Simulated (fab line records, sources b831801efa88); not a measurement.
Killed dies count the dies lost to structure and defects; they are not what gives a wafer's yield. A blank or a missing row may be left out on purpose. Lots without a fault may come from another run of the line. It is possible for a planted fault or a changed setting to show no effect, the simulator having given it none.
fab line records :: flow gf180mcu
record
  lots=15
  wafers=45
  lastDay=34
route steps=602 shown V5@561 TOP_METAL@573
lots with no fault: from the same line, run without faults
startH: hours from the record's first day to the start of the lot's first wafer shown :: waitH: how many hours have passed since the lot's step before this one :: " as in the row above :: L1.1+2: a row that stands for several wafers :: - no value, or no start was given :: * or withheld: withheld :: < > ~ a bound
route shown NAME@n: NAME is a module with steps in the file, n the number in the route of the first one :: usual: mean and standard deviation over wafers with no fault :: same: alike in all rows :: chamber/n: place in a boat :: sites: each site's reading :: _std_site: standard deviation of those values :: _edge_site: the outer-site mean with the inner-site mean subtracted :: radiusMm: how far each site lies from the wafer's centre :: mask NAME#n: copy n :: behind: the last tool/chamber to shape the wafer :: hold: why the lot went on hold/how many hours it stayed there/how the hold came to an end :: device: which transistor (n, p or np) failed to switch :: end of line: tests of these same wafers at the route's end :: where a step has no rows: the recipe by itself :: killed: the dies lost at the first sort to structure and to defects; this is not the yield of the wafer :: map: dies across one wafer; x = killed, . = not, _ = none there
set.NAME: the setting that was run; set.NAME@STEP: the one run at that earlier step :: model.NAME: the simulator's own value behind a step, which no gauge read
a sample of lots followed through the steps of the route, with each step as a table and each wafer as a row
services: a tool's chamber out of use, with start hour (startH, from the record's first day; less than 0 if before it), hours out, and reason
## steps
# step GF_V5_SPUTTER_21
# recipe
  material=Ti
  targetThkNm=15
  chamberPressurePa=5
  powerW=2500
  substrateTempC=200
  timeS=80.02
# usual
  throttleValvePct=29.8/0.76
lot.wafer: L988.1
tool: pvdSputter-02
chamber: -
startH: 633.06
waitH: 0.0
throttleValvePct: 29.8

lot.wafer: L988.2
tool: pvdSputter-02
chamber: -
startH: 633.06
waitH: 0.0
throttleValvePct: 28.7

lot.wafer: L988.5
tool: pvdSputter-02
chamber: -
startH: 633.06
waitH: 0.0
throttleValvePct: 30.1

lot.wafer: L990.1
tool: pvdSputter-04
chamber: -
startH: 649.61
waitH: 0.0
throttleValvePct: 30.4

lot.wafer: L990.3
tool: pvdSputter-04
chamber: -
startH: 649.61
waitH: 0.0
throttleValvePct: 29.8

lot.wafer: L990.6
tool: pvdSputter-04
chamber: -
startH: 649.61
waitH: 0.0
throttleValvePct: 30.6

lot.wafer: L991.1
tool: pvdSputter-01
chamber: -
startH: 655.96
waitH: 0.0
throttleValvePct: 29.2

lot.wafer: L991.3
tool: pvdSputter-01
chamber: -
startH: 655.96
waitH: 0.0
throttleValvePct: 29.1

lot.wafer: L991.5
tool: pvdSputter-01
chamber: -
startH: 655.96
waitH: 0.0
throttleValvePct: 29.1

lot.wafer: L992.2
tool: pvdSputter-02
chamber: -
startH: 664.35
waitH: 0.0
throttleValvePct: 30.0

lot.wafer: L992.3
tool: pvdSputter-02
chamber: -
startH: 664.35
waitH: 0.0
throttleValvePct: 30.5

lot.wafer: L992.5
tool: pvdSputter-02
chamber: -
startH: 664.35
waitH: 0.0
throttleValvePct: 30.7

lot.wafer: L994.1
tool: pvdSputter-02
chamber: -
startH: 684.16
waitH: 0.0
throttleValvePct: 30.7

lot.wafer: L994.2
tool: pvdSputter-02
chamber: -
startH: 684.16
waitH: 0.0
throttleValvePct: 29.2

lot.wafer: L994.3
tool: pvdSputter-02
chamber: -
startH: 684.16
waitH: 0.0
throttleValvePct: 29.9

lot.wafer: L995.2
tool: pvdSputter-01
chamber: -
startH: 693.88
waitH: 0.0
throttleValvePct: 30.4

lot.wafer: L995.3
tool: pvdSputter-01
chamber: -
startH: 693.88
waitH: 0.0
throttleValvePct: 29.2

lot.wafer: L995.4
tool: pvdSputter-01
chamber: -
startH: 693.88
waitH: 0.0
throttleValvePct: 29.1

lot.wafer: L996.2
tool: pvdSputter-01
chamber: -
startH: 695.85
waitH: 0.0
throttleValvePct: 30.6

lot.wafer: L996.5
tool: pvdSputter-01
chamber: -
startH: 695.85
waitH: 0.0
throttleValvePct: 30.7

lot.wafer: L996.6
tool: pvdSputter-01
chamber: -
startH: 695.85
waitH: 0.0
throttleValvePct: 29.1

lot.wafer: L997.1
tool: pvdSputter-02
chamber: -
startH: 701.80
waitH: 0.0
throttleValvePct: 30.6

lot.wafer: L997.3
tool: pvdSputter-02
chamber: -
startH: 701.80
waitH: 0.0
throttleValvePct: 28.9

lot.wafer: L997.4
tool: pvdSputter-02
chamber: -
startH: 701.80
waitH: 0.0
throttleValvePct: 29.0

lot.wafer: L102.1
tool: pvdSputter-04
chamber: -
startH: 736.87
waitH: 0.0
throttleValvePct: 29.4

lot.wafer: L102.4
tool: pvdSputter-04
chamber: -
startH: 736.87
waitH: 0.0
throttleValvePct: 30.6

lot.wafer: L102.6
tool: pvdSputter-04
chamber: -
startH: 736.87
waitH: 0.0
throttleValvePct: 30.4

lot.wafer: L103.4
tool: pvdSputter-04
chamber: -
startH: 740.51
waitH: 0.0
throttleValvePct: 30.1

lot.wafer: L103.5
tool: pvdSputter-04
chamber: -
startH: 740.51
waitH: 0.0
throttleValvePct: 29.2

lot.wafer: L103.6
tool: pvdSputter-04
chamber: -
startH: 740.51
waitH: 0.0
throttleValvePct: 30.0

lot.wafer: L104.2
tool: pvdSputter-02
chamber: -
startH: 743.57
waitH: 0.0
throttleValvePct: 28.9

lot.wafer: L104.3
tool: pvdSputter-02
chamber: -
startH: 743.57
waitH: 0.0
throttleValvePct: 29.7

lot.wafer: L104.4
tool: pvdSputter-02
chamber: -
startH: 743.57
waitH: 0.0
throttleValvePct: 30.8

lot.wafer: L105.1
tool: pvdSputter-01
chamber: -
startH: 753.65
waitH: 0.0
throttleValvePct: 29.3

lot.wafer: L105.3
tool: pvdSputter-01
chamber: -
startH: 753.65
waitH: 0.0
throttleValvePct: 31.6

lot.wafer: L105.4
tool: pvdSputter-01
chamber: -
startH: 753.65
waitH: 0.0
throttleValvePct: 28.7

lot.wafer: L106.2
tool: pvdSputter-02
chamber: -
startH: 754.41
waitH: 0.0
throttleValvePct: 29.3

lot.wafer: L106.5
tool: pvdSputter-02
chamber: -
startH: 754.41
waitH: 0.0
throttleValvePct: 29.8

lot.wafer: L106.6
tool: pvdSputter-02
chamber: -
startH: 754.41
waitH: 0.0
throttleValvePct: 29.1

lot.wafer: L107.1
tool: pvdSputter-02
chamber: -
startH: 762.80
waitH: 0.0
throttleValvePct: 30.2

lot.wafer: L107.5
tool: pvdSputter-02
chamber: -
startH: 762.80
waitH: 0.0
throttleValvePct: 29.0

lot.wafer: L107.6
tool: pvdSputter-02
chamber: -
startH: 762.80
waitH: 0.0
throttleValvePct: 29.0

lot.wafer: L111.2
tool: pvdSputter-02
chamber: -
startH: 785.41
waitH: 0.0
throttleValvePct: 30.5

lot.wafer: L111.4
tool: pvdSputter-02
chamber: -
startH: 785.41
waitH: 0.0
throttleValvePct: 30.7

lot.wafer: L111.6
tool: pvdSputter-02
chamber: -
startH: 785.41
waitH: 0.0
throttleValvePct: 28.9
# step GF_V5_CMP_26
# recipe
  stopOn=SiO2
  downForcePsi=3.5
  platenRpm=60
  tOverpolishS=15
  targetThkNm=0
  padVelocityMS=0.94248
# usual
  motorCurrentA=11.2/0.88
  overpolishRunS=15.000/0.0079
  slurryFlowMlMin=150.0/0.47
  timeToEndpointS=85/5
lot.wafer: L988.1
tool: cmp-02
chamber: 3
startH: 633.45
waitH: 0.1
motorCurrentA: 11.5
overpolishRunS: 14.999
slurryFlowMlMin: 149.4
timeToEndpointS: 83

lot.wafer: L988.2
tool: cmp-02
chamber: 2
startH: 633.45
waitH: 0.1
motorCurrentA: 9.2
overpolishRunS: 14.989
slurryFlowMlMin: 150.1
timeToEndpointS: 83

lot.wafer: L988.5
tool: cmp-02
chamber: 0
startH: 633.45
waitH: 0.1
motorCurrentA: 10.4
overpolishRunS: 15.000
slurryFlowMlMin: 150.2
timeToEndpointS: 86

lot.wafer: L990.1
tool: cmp-01
chamber: 3
startH: 650.05
waitH: 0.1
motorCurrentA: 11.7
overpolishRunS: 14.995
slurryFlowMlMin: 150.2
timeToEndpointS: 85

lot.wafer: L990.3
tool: cmp-01
chamber: 0
startH: 650.05
waitH: 0.1
motorCurrentA: 11.9
overpolishRunS: 14.997
slurryFlowMlMin: 149.8
timeToEndpointS: 89

lot.wafer: L990.6
tool: cmp-01
chamber: 3
startH: 650.05
waitH: 0.1
motorCurrentA: 12.1
overpolishRunS: 14.997
slurryFlowMlMin: 149.5
timeToEndpointS: 85

lot.wafer: L991.1
tool: cmp-01
chamber: 0
startH: 656.35
waitH: 0.1
motorCurrentA: 11.7
overpolishRunS: 15.000
slurryFlowMlMin: 150.4
timeToEndpointS: 87

lot.wafer: L991.3
tool: cmp-01
chamber: 3
startH: 656.35
waitH: 0.1
motorCurrentA: 11.5
overpolishRunS: 14.995
slurryFlowMlMin: 149.6
timeToEndpointS: 83

lot.wafer: L991.5
tool: cmp-01
chamber: 0
startH: 656.35
waitH: 0.1
motorCurrentA: 12.1
overpolishRunS: 14.992
slurryFlowMlMin: 150.4
timeToEndpointS: 86

lot.wafer: L992.3
tool: cmp-01
chamber: 0
startH: 664.74
waitH: 0.0
motorCurrentA: 11.7
overpolishRunS: 14.992
slurryFlowMlMin: 149.7
timeToEndpointS: 96

lot.wafer: L992.2
tool: cmp-01
chamber: 3
startH: 664.74
waitH: 0.0
motorCurrentA: 12.1
overpolishRunS: 14.999
slurryFlowMlMin: 149.8
timeToEndpointS: 93

lot.wafer: L992.5
tool: cmp-01
chamber: 1
startH: 664.74
waitH: 0.0
motorCurrentA: 11.4
overpolishRunS: 14.997
slurryFlowMlMin: 149.5
timeToEndpointS: 88

lot.wafer: L994.2
tool: cmp-02
chamber: 0
startH: 684.60
waitH: 0.1
motorCurrentA: 10.7
overpolishRunS: 15.006
slurryFlowMlMin: 150.2
timeToEndpointS: 86

lot.wafer: L994.3
tool: cmp-02
chamber: 1
startH: 684.60
waitH: 0.1
motorCurrentA: 10.3
overpolishRunS: 14.994
slurryFlowMlMin: 150.1
timeToEndpointS: 75

lot.wafer: L994.1
tool: cmp-02
chamber: 2
startH: 684.60
waitH: 0.1
motorCurrentA: 8.9
overpolishRunS: 15.001
slurryFlowMlMin: 150.9
timeToEndpointS: 78

lot.wafer: L995.4
tool: cmp-01
chamber: 1
startH: 694.28
waitH: 0.0
motorCurrentA: 11.7
overpolishRunS: 14.997
slurryFlowMlMin: 150.0
timeToEndpointS: 87

lot.wafer: L995.3
tool: cmp-01
chamber: 3
startH: 694.28
waitH: 0.0
motorCurrentA: 11.9
overpolishRunS: 15.003
slurryFlowMlMin: 150.4
timeToEndpointS: 84

lot.wafer: L995.2
tool: cmp-01
chamber: 0
startH: 694.28
waitH: 0.0
motorCurrentA: 12.1
overpolishRunS: 14.992
slurryFlowMlMin: 150.1
timeToEndpointS: 87

lot.wafer: L996.2
tool: cmp-02
chamber: 1
startH: 696.34
waitH: 0.1
motorCurrentA: 11.1
overpolishRunS: 14.993
slurryFlowMlMin: 149.7
timeToEndpointS: 79

lot.wafer: L996.6
tool: cmp-02
chamber: 3
startH: 696.34
waitH: 0.1
motorCurrentA: 11.4
overpolishRunS: 15.004
slurryFlowMlMin: 150.3
timeToEndpointS: 82

lot.wafer: L996.5
tool: cmp-02
chamber: 0
startH: 696.34
waitH: 0.1
motorCurrentA: 11.2
overpolishRunS: 14.987
slurryFlowMlMin: 150.3
timeToEndpointS: 86

lot.wafer: L997.1
tool: cmp-01
chamber: 1
startH: 702.24
waitH: 0.1
motorCurrentA: 12.1
overpolishRunS: 15.000
slurryFlowMlMin: 149.0
timeToEndpointS: 83

lot.wafer: L997.4
tool: cmp-01
chamber: 2
startH: 702.24
waitH: 0.1
motorCurrentA: 11.4
overpolishRunS: 15.003
slurryFlowMlMin: 149.8
timeToEndpointS: 79

lot.wafer: L997.3
tool: cmp-01
chamber: 3
startH: 702.24
waitH: 0.1
motorCurrentA: 11.4
overpolishRunS: 14.994
slurryFlowMlMin: 149.2
timeToEndpointS: 88

lot.wafer: L102.4
tool: cmp-01
chamber: 3
startH: 737.39
waitH: 0.1
motorCurrentA: 11.8
overpolishRunS: 14.995
slurryFlowMlMin: 149.9
timeToEndpointS: 88

lot.wafer: L102.1
tool: cmp-01
chamber: 2
startH: 737.39
waitH: 0.1
motorCurrentA: 11.8
overpolishRunS: 15.004
slurryFlowMlMin: 150.2
timeToEndpointS: 77

lot.wafer: L102.6
tool: cmp-01
chamber: 0
startH: 737.39
waitH: 0.1
motorCurrentA: 11.3
overpolishRunS: 15.007
slurryFlowMlMin: 149.9
timeToEndpointS: 95

lot.wafer: L103.4
tool: cmp-02
chamber: 3
startH: 741.05
waitH: 0.2
motorCurrentA: 11.5
overpolishRunS: 14.984
slurryFlowMlMin: 150.1
timeToEndpointS: 82

lot.wafer: L103.5
tool: cmp-02
chamber: 0
startH: 741.05
waitH: 0.2
motorCurrentA: 11.2
overpolishRunS: 15.001
slurryFlowMlMin: 150.4
timeToEndpointS: 87

lot.wafer: L103.6
tool: cmp-02
chamber: 1
startH: 741.05
waitH: 0.2
motorCurrentA: 10.6
overpolishRunS: 15.008
slurryFlowMlMin: 150.0
timeToEndpointS: 83

lot.wafer: L104.2
tool: cmp-02
chamber: 1
startH: 743.97
waitH: 0.0
motorCurrentA: 10.7
overpolishRunS: 14.993
slurryFlowMlMin: 149.7
timeToEndpointS: 79

lot.wafer: L104.3
tool: cmp-02
chamber: 3
startH: 743.97
waitH: 0.0
motorCurrentA: 11.7
overpolishRunS: 14.985
slurryFlowMlMin: 149.5
timeToEndpointS: 81

lot.wafer: L104.4
tool: cmp-02
chamber: 0
startH: 743.97
waitH: 0.0
motorCurrentA: 10.2
overpolishRunS: 14.997
slurryFlowMlMin: 150.5
timeToEndpointS: 83

lot.wafer: L105.3
tool: cmp-01
chamber: 2
startH: 754.04
waitH: 0.0
motorCurrentA: 11.6
overpolishRunS: 15.004
slurryFlowMlMin: 149.4
timeToEndpointS: 84

lot.wafer: L105.4
tool: cmp-01
chamber: 3
startH: 754.04
waitH: 0.0
motorCurrentA: 11.7
overpolishRunS: 14.993
slurryFlowMlMin: 150.4
timeToEndpointS: 93

lot.wafer: L105.1
tool: cmp-01
chamber: 1
startH: 754.04
waitH: 0.0
motorCurrentA: 12.4
overpolishRunS: 14.994
slurryFlowMlMin: 150.0
timeToEndpointS: 87

lot.wafer: L106.2
tool: cmp-01
chamber: 2
startH: 754.85
waitH: 0.1
motorCurrentA: 11.5
overpolishRunS: 15.004
slurryFlowMlMin: 149.8
timeToEndpointS: 81

lot.wafer: L106.5
tool: cmp-01
chamber: 1
startH: 754.85
waitH: 0.1
motorCurrentA: 11.6
overpolishRunS: 14.997
slurryFlowMlMin: 149.5
timeToEndpointS: 85

lot.wafer: L106.6
tool: cmp-01
chamber: 2
startH: 754.85
waitH: 0.1
motorCurrentA: 12.5
overpolishRunS: 15.000
slurryFlowMlMin: 149.7
timeToEndpointS: 82

lot.wafer: L107.1
tool: cmp-02
chamber: 2
startH: 763.34
waitH: 0.2
motorCurrentA: 9.3
overpolishRunS: 14.997
slurryFlowMlMin: 149.7
timeToEndpointS: 81

lot.wafer: L107.5
tool: cmp-02
chamber: 3
startH: 763.34
waitH: 0.2
motorCurrentA: 12.2
overpolishRunS: 14.993
slurryFlowMlMin: 149.6
timeToEndpointS: 81

lot.wafer: L107.6
tool: cmp-02
chamber: 0
startH: 763.34
waitH: 0.2
motorCurrentA: 10.4
overpolishRunS: 15.001
slurryFlowMlMin: 149.9
timeToEndpointS: 87

lot.wafer: L111.4
tool: cmp-01
chamber: 1
startH: 785.80
waitH: 0.0
motorCurrentA: 12.4
overpolishRunS: 14.980
slurryFlowMlMin: 149.8
timeToEndpointS: 83

lot.wafer: L111.2
tool: cmp-01
chamber: 0
startH: 785.80
waitH: 0.0
motorCurrentA: 12.0
overpolishRunS: 15.015
slurryFlowMlMin: 150.4
timeToEndpointS: 92

lot.wafer: L111.6
tool: cmp-01
chamber: 2
startH: 785.80
waitH: 0.0
motorCurrentA: 12.1
overpolishRunS: 15.000
slurryFlowMlMin: 150.3
timeToEndpointS: 80
# step GF_TOP_METAL_THK_MEAS_06
# recipe
  thkMeasGauge=xrf
  reads=AlCu_of_TOP_METAL_SPUTTER_02
# usual
  TOP_METAL_ALCU_THK=895/13
lot.wafer: L988.1
tool: filmMetro-03
chamber: -
startH: 634.09
waitH: 0.1
TOP_METAL_ALCU_THK[nm]: 907

lot.wafer: L988.2
tool: filmMetro-03
chamber: -
startH: 634.09
waitH: 0.1
TOP_METAL_ALCU_THK[nm]: 903

lot.wafer: L988.5
tool: filmMetro-03
chamber: -
startH: 634.09
waitH: 0.1
TOP_METAL_ALCU_THK[nm]: 919

lot.wafer: L990.1
tool: filmMetro-01
chamber: -
startH: 650.64
waitH: 0.1
TOP_METAL_ALCU_THK[nm]: 884

lot.wafer: L990.3
tool: filmMetro-01
chamber: -
startH: 650.64
waitH: 0.1
TOP_METAL_ALCU_THK[nm]: 880

lot.wafer: L990.6
tool: filmMetro-01
chamber: -
startH: 650.64
waitH: 0.1
TOP_METAL_ALCU_THK[nm]: 884

lot.wafer: L991.1
tool: filmMetro-02
chamber: -
startH: 656.99
waitH: 0.1
TOP_METAL_ALCU_THK[nm]: 887

lot.wafer: L991.3
tool: filmMetro-02
chamber: -
startH: 656.99
waitH: 0.1
TOP_METAL_ALCU_THK[nm]: 889

lot.wafer: L991.5
tool: filmMetro-02
chamber: -
startH: 656.99
waitH: 0.1
TOP_METAL_ALCU_THK[nm]: 891

lot.wafer: L992.2
tool: filmMetro-02
chamber: -
startH: 665.40
waitH: 0.1
TOP_METAL_ALCU_THK[nm]: 883

lot.wafer: L992.3
tool: filmMetro-02
chamber: -
startH: 665.40
waitH: 0.1
TOP_METAL_ALCU_THK[nm]: 878

lot.wafer: L992.5
tool: filmMetro-02
chamber: -
startH: 665.40
waitH: 0.1
TOP_METAL_ALCU_THK[nm]: 885

lot.wafer: L994.1
tool: filmMetro-01
chamber: -
startH: 685.19
waitH: 0.1
TOP_METAL_ALCU_THK[nm]: 901

lot.wafer: L994.2
tool: filmMetro-01
chamber: -
startH: 685.19
waitH: 0.1
TOP_METAL_ALCU_THK[nm]: 888

lot.wafer: L994.3
tool: filmMetro-01
chamber: -
startH: 685.19
waitH: 0.1
TOP_METAL_ALCU_THK[nm]: 913

lot.wafer: L995.2
tool: filmMetro-03
chamber: -
startH: 694.93
waitH: 0.1
TOP_METAL_ALCU_THK[nm]: 894

lot.wafer: L995.3
tool: filmMetro-03
chamber: -
startH: 694.93
waitH: 0.1
TOP_METAL_ALCU_THK[nm]: 897

lot.wafer: L995.4
tool: filmMetro-03
chamber: -
startH: 694.93
waitH: 0.1
TOP_METAL_ALCU_THK[nm]: 882

lot.wafer: L996.2
tool: filmMetro-01
chamber: -
startH: 696.89
waitH: 0.1
TOP_METAL_ALCU_THK[nm]: 898

lot.wafer: L996.5
tool: filmMetro-01
chamber: -
startH: 696.89
waitH: 0.1
TOP_METAL_ALCU_THK[nm]: 890

lot.wafer: L996.6
tool: filmMetro-01
chamber: -
startH: 696.89
waitH: 0.1
TOP_METAL_ALCU_THK[nm]: 903

lot.wafer: L997.1
tool: filmMetro-02
chamber: -
startH: 702.83
waitH: 0.1
TOP_METAL_ALCU_THK[nm]: 897

lot.wafer: L997.3
tool: filmMetro-02
chamber: -
startH: 702.83
waitH: 0.1
TOP_METAL_ALCU_THK[nm]: 884

lot.wafer: L997.4
tool: filmMetro-02
chamber: -
startH: 702.83
waitH: 0.1
TOP_METAL_ALCU_THK[nm]: 884

lot.wafer: L102.1
tool: filmMetro-02
chamber: -
startH: 738.04
waitH: 0.1
TOP_METAL_ALCU_THK[nm]: 885

lot.wafer: L102.4
tool: filmMetro-02
chamber: -
startH: 738.04
waitH: 0.1
TOP_METAL_ALCU_THK[nm]: 876

lot.wafer: L102.6
tool: filmMetro-02
chamber: -
startH: 738.04
waitH: 0.1
TOP_METAL_ALCU_THK[nm]: 890

lot.wafer: L103.4
tool: filmMetro-01
chamber: -
startH: 741.57
waitH: 0.1
TOP_METAL_ALCU_THK[nm]: 898

lot.wafer: L103.5
tool: filmMetro-01
chamber: -
startH: 741.57
waitH: 0.1
TOP_METAL_ALCU_THK[nm]: 896

lot.wafer: L103.6
tool: filmMetro-01
chamber: -
startH: 741.57
waitH: 0.1
TOP_METAL_ALCU_THK[nm]: 901

lot.wafer: L104.2
tool: filmMetro-03
chamber: -
startH: 744.62
waitH: 0.1
TOP_METAL_ALCU_THK[nm]: 898

lot.wafer: L104.3
tool: filmMetro-03
chamber: -
startH: 744.62
waitH: 0.1
TOP_METAL_ALCU_THK[nm]: 884

lot.wafer: L104.4
tool: filmMetro-03
chamber: -
startH: 744.62
waitH: 0.1
TOP_METAL_ALCU_THK[nm]: 893

lot.wafer: L105.1
tool: filmMetro-03
chamber: -
startH: 754.68
waitH: 0.1
TOP_METAL_ALCU_THK[nm]: 928

lot.wafer: L105.3
tool: filmMetro-03
chamber: -
startH: 754.68
waitH: 0.1
TOP_METAL_ALCU_THK[nm]: 918

lot.wafer: L105.4
tool: filmMetro-03
chamber: -
startH: 754.68
waitH: 0.1
TOP_METAL_ALCU_THK[nm]: 920

lot.wafer: L106.2
tool: filmMetro-02
chamber: -
startH: 755.45
waitH: 0.1
TOP_METAL_ALCU_THK[nm]: 873

lot.wafer: L106.5
tool: filmMetro-02
chamber: -
startH: 755.45
waitH: 0.1
TOP_METAL_ALCU_THK[nm]: 878

lot.wafer: L106.6
tool: filmMetro-02
chamber: -
startH: 755.45
waitH: 0.1
TOP_METAL_ALCU_THK[nm]: 877

lot.wafer: L107.1
tool: filmMetro-03
chamber: -
startH: 763.83
waitH: 0.1
TOP_METAL_ALCU_THK[nm]: 919

lot.wafer: L107.5
tool: filmMetro-03
chamber: -
startH: 763.83
waitH: 0.1
TOP_METAL_ALCU_THK[nm]: 899

lot.wafer: L107.6
tool: filmMetro-03
chamber: -
startH: 763.83
waitH: 0.1
TOP_METAL_ALCU_THK[nm]: 914

lot.wafer: L111.2
tool: filmMetro-03
chamber: -
startH: 786.45
waitH: 0.1
TOP_METAL_ALCU_THK[nm]: 899

lot.wafer: L111.4
tool: filmMetro-03
chamber: -
startH: 786.45
waitH: 0.1
TOP_METAL_ALCU_THK[nm]: 912

lot.wafer: L111.6
tool: filmMetro-03
chamber: -
startH: 786.45
waitH: 0.1
TOP_METAL_ALCU_THK[nm]: 909
# step GF_TOP_METAL_PEB_12
# recipe
  tempC=withheld
  timeS=*
  resist=NOVOLAK
# usual
  chillPlateTempC=*
  exhaustPa=44.9/0.9
lot.wafer: L988.1
tool: lithoTrack-01
chamber: 0
startH: 653.49
waitH: -
chillPlateTempC: *
exhaustPa: 44.3

lot.wafer: L988.2
tool: lithoTrack-01
chamber: 0
startH: 653.49
waitH: -
chillPlateTempC: *
exhaustPa: 44.5

lot.wafer: L988.5
tool: lithoTrack-01
chamber: 0
startH: 653.49
waitH: -
chillPlateTempC: *
exhaustPa: 44.7

lot.wafer: L990.1
tool: lithoTrack-03
chamber: 0
startH: 669.77
waitH: -
chillPlateTempC: *
exhaustPa: 44.4

lot.wafer: L990.3
tool: lithoTrack-03
chamber: 0
startH: 669.77
waitH: -
chillPlateTempC: *
exhaustPa: 43.5

lot.wafer: L990.6
tool: lithoTrack-03
chamber: 0
startH: 669.77
waitH: -
chillPlateTempC: *
exhaustPa: 44.0

lot.wafer: L991.1
tool: lithoTrack-03
chamber: 0
startH: 675.42
waitH: -
chillPlateTempC: *
exhaustPa: 45.0

lot.wafer: L991.3
tool: lithoTrack-03
chamber: 0
startH: 675.42
waitH: -
chillPlateTempC: *
exhaustPa: 45.0

lot.wafer: L991.5
tool: lithoTrack-03
chamber: 0
startH: 675.42
waitH: -
chillPlateTempC: *
exhaustPa: 45.2

lot.wafer: L992.2
tool: lithoTrack-01
chamber: 0
startH: 684.06
waitH: -
chillPlateTempC: *
exhaustPa: 46.3

lot.wafer: L992.3
tool: lithoTrack-01
chamber: 0
startH: 684.06
waitH: -
chillPlateTempC: *
exhaustPa: 45.5

lot.wafer: L992.5
tool: lithoTrack-01
chamber: 0
startH: 684.06
waitH: -
chillPlateTempC: *
exhaustPa: 45.6

lot.wafer: L994.1
tool: lithoTrack-02
chamber: 0
startH: 703.11
waitH: -
chillPlateTempC: *
exhaustPa: 45.5

lot.wafer: L994.2
tool: lithoTrack-02
chamber: 0
startH: 703.11
waitH: -
chillPlateTempC: *
exhaustPa: 45.3

lot.wafer: L994.3
tool: lithoTrack-02
chamber: 0
startH: 703.11
waitH: -
chillPlateTempC: *
exhaustPa: 43.8

lot.wafer: L995.2
tool: lithoTrack-03
chamber: -
startH: 712.65
waitH: -
chillPlateTempC: -
exhaustPa: -

lot.wafer: L995.3
tool: lithoTrack-03
chamber: -
startH: 712.65
waitH: -
chillPlateTempC: -
exhaustPa: -

lot.wafer: L995.4
tool: lithoTrack-03
chamber: -
startH: 712.65
waitH: -
chillPlateTempC: -
exhaustPa: -

lot.wafer: L996.2
tool: lithoTrack-02
chamber: -
startH: 714.68
waitH: -
chillPlateTempC: -
exhaustPa: -

lot.wafer: L996.5
tool: lithoTrack-02
chamber: -
startH: 714.68
waitH: -
chillPlateTempC: -
exhaustPa: -

lot.wafer: L996.6
tool: lithoTrack-02
chamber: -
startH: 714.68
waitH: -
chillPlateTempC: -
exhaustPa: -

lot.wafer: L997.1
tool: lithoTrack-01
chamber: -
startH: 720.09
waitH: -
chillPlateTempC: -
exhaustPa: -

lot.wafer: L997.3
tool: lithoTrack-01
chamber: -
startH: 720.09
waitH: -
chillPlateTempC: -
exhaustPa: -

lot.wafer: L997.4
tool: lithoTrack-01
chamber: -
startH: 720.09
waitH: -
chillPlateTempC: -
exhaustPa: -

lot.wafer: L102.1
tool: lithoTrack-01
chamber: 0
startH: 754.99
waitH: -
chillPlateTempC: *
exhaustPa: 44.4

lot.wafer: L102.4
tool: lithoTrack-01
chamber: 0
startH: 754.99
waitH: -
chillPlateTempC: *
exhaustPa: 44.2

lot.wafer: L102.6
tool: lithoTrack-01
chamber: 0
startH: 754.99
waitH: -
chillPlateTempC: *
exhaustPa: 46.4

lot.wafer: L103.4
tool: lithoTrack-02
chamber: 0
startH: 758.18
waitH: -
chillPlateTempC: *
exhaustPa: 44.4

lot.wafer: L103.5
tool: lithoTrack-02
chamber: 0
startH: 758.18
waitH: -
chillPlateTempC: *
exhaustPa: 43.6

lot.wafer: L103.6
tool: lithoTrack-02
chamber: 0
startH: 758.18
waitH: -
chillPlateTempC: *
exhaustPa: 44.1

lot.wafer: L104.2
tool: lithoTrack-02
chamber: 0
startH: 760.58
waitH: -
chillPlateTempC: *
exhaustPa: 46.4

lot.wafer: L104.3
tool: lithoTrack-02
chamber: 0
startH: 760.58
waitH: -
chillPlateTempC: *
exhaustPa: 47.6

lot.wafer: L104.4
tool: lithoTrack-02
chamber: 0
startH: 760.58
waitH: -
chillPlateTempC: *
exhaustPa: 46.7

lot.wafer: L105.1
tool: lithoTrack-03
chamber: 0
startH: 770.42
waitH: -
chillPlateTempC: *
exhaustPa: 46.7

lot.wafer: L105.3
tool: lithoTrack-03
chamber: 0
startH: 770.42
waitH: -
chillPlateTempC: *
exhaustPa: 46.7

lot.wafer: L105.4
tool: lithoTrack-03
chamber: 0
startH: 770.42
waitH: -
chillPlateTempC: *
exhaustPa: 47.0

lot.wafer: L106.2
tool: lithoTrack-03
chamber: 0
startH: 771.09
waitH: -
chillPlateTempC: *
exhaustPa: 44.8

lot.wafer: L106.5
tool: lithoTrack-03
chamber: 0
startH: 771.09
waitH: -
chillPlateTempC: *
exhaustPa: 43.8

lot.wafer: L106.6
tool: lithoTrack-03
chamber: 0
startH: 771.09
waitH: -
chillPlateTempC: *
exhaustPa: 45.4

lot.wafer: L107.1
tool: lithoTrack-03
chamber: 0
startH: 779.27
waitH: -
chillPlateTempC: *
exhaustPa: 45.2

lot.wafer: L107.5
tool: lithoTrack-03
chamber: 0
startH: 779.27
waitH: -
chillPlateTempC: *
exhaustPa: 44.9

lot.wafer: L107.6
tool: lithoTrack-03
chamber: 0
startH: 779.27
waitH: -
chillPlateTempC: *
exhaustPa: 44.6

lot.wafer: L111.2
tool: lithoTrack-03
chamber: 0
startH: 801.04
waitH: -
chillPlateTempC: *
exhaustPa: 44.9

lot.wafer: L111.4
tool: lithoTrack-03
chamber: 0
startH: 801.04
waitH: -
chillPlateTempC: *
exhaustPa: 44.4

lot.wafer: L111.6
tool: lithoTrack-03
chamber: 0
startH: 801.04
waitH: -
chillPlateTempC: *
exhaustPa: 43.7
## services
tool: cmp-01
chamber: -
startH: 625.59
hours: 2.6
kind: repair

tool: pvdSputter-01
chamber: -
startH: 641.80
hours: 2.0
kind: repair

tool: cmp-02
chamber: -
startH: 676.92
hours: 0.4
kind: repair

tool: cmp-02
chamber: -
startH: 688.00
hours: 4.5
kind: pm

tool: cmp-01
chamber: -
startH: 716.75
hours: 6.1
kind: pm

tool: cmp-02
chamber: -
startH: 725.59
hours: 2.1
kind: repair

tool: cmp-02
chamber: -
startH: 744.27
hours: 4.0
kind: pm

tool: cmp-02
chamber: -
startH: 744.74
hours: 0.3
kind: repair

tool: cmp-02
chamber: -
startH: 748.27
hours: -
kind: consumableReplace:conditioner

tool: cmp-02
chamber: -
startH: 748.27
hours: -
kind: consumableReplace:pad

tool: pvdSputter-04
chamber: -
startH: 767.40
hours: 4.1
kind: repair

tool: pvdSputter-01
chamber: -
startH: 788.69
hours: 2.3
kind: repair

tool: pvdSputter-04
chamber: -
startH: 796.90
hours: 5.5
kind: repair
## key
firstSign
  step=GF_TOP_METAL_PEB_12
  reading=toolRecord
  direction=missing
effect none on later readings
metAt GF_TOP_METAL_PEB_12
struckLots L995,L996,L997
sortLeftOut L995.2,L995.3,L995.4,L996.2,L996.5,L996.6,L997.1,L997.3,L997.4
notActingAt GF_V5_SPUTTER_21,GF_V5_CMP_26,GF_TOP_METAL_THK_MEAS_06
onsetBetween 703.11 712.65
fault
  kind=skippedStepWhole
  tool=lithoTrack-01,lithoTrack-02,lithoTrack-03
  chamber=-
  onsetH=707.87
  steps=GF_TOP_METAL_PEB_12
  scope=struckLotsOnly
# sortLeftOut: the simulated sort isn't trusted on such a fault, so these wafers' sort isn't shown, and their yield isn't known
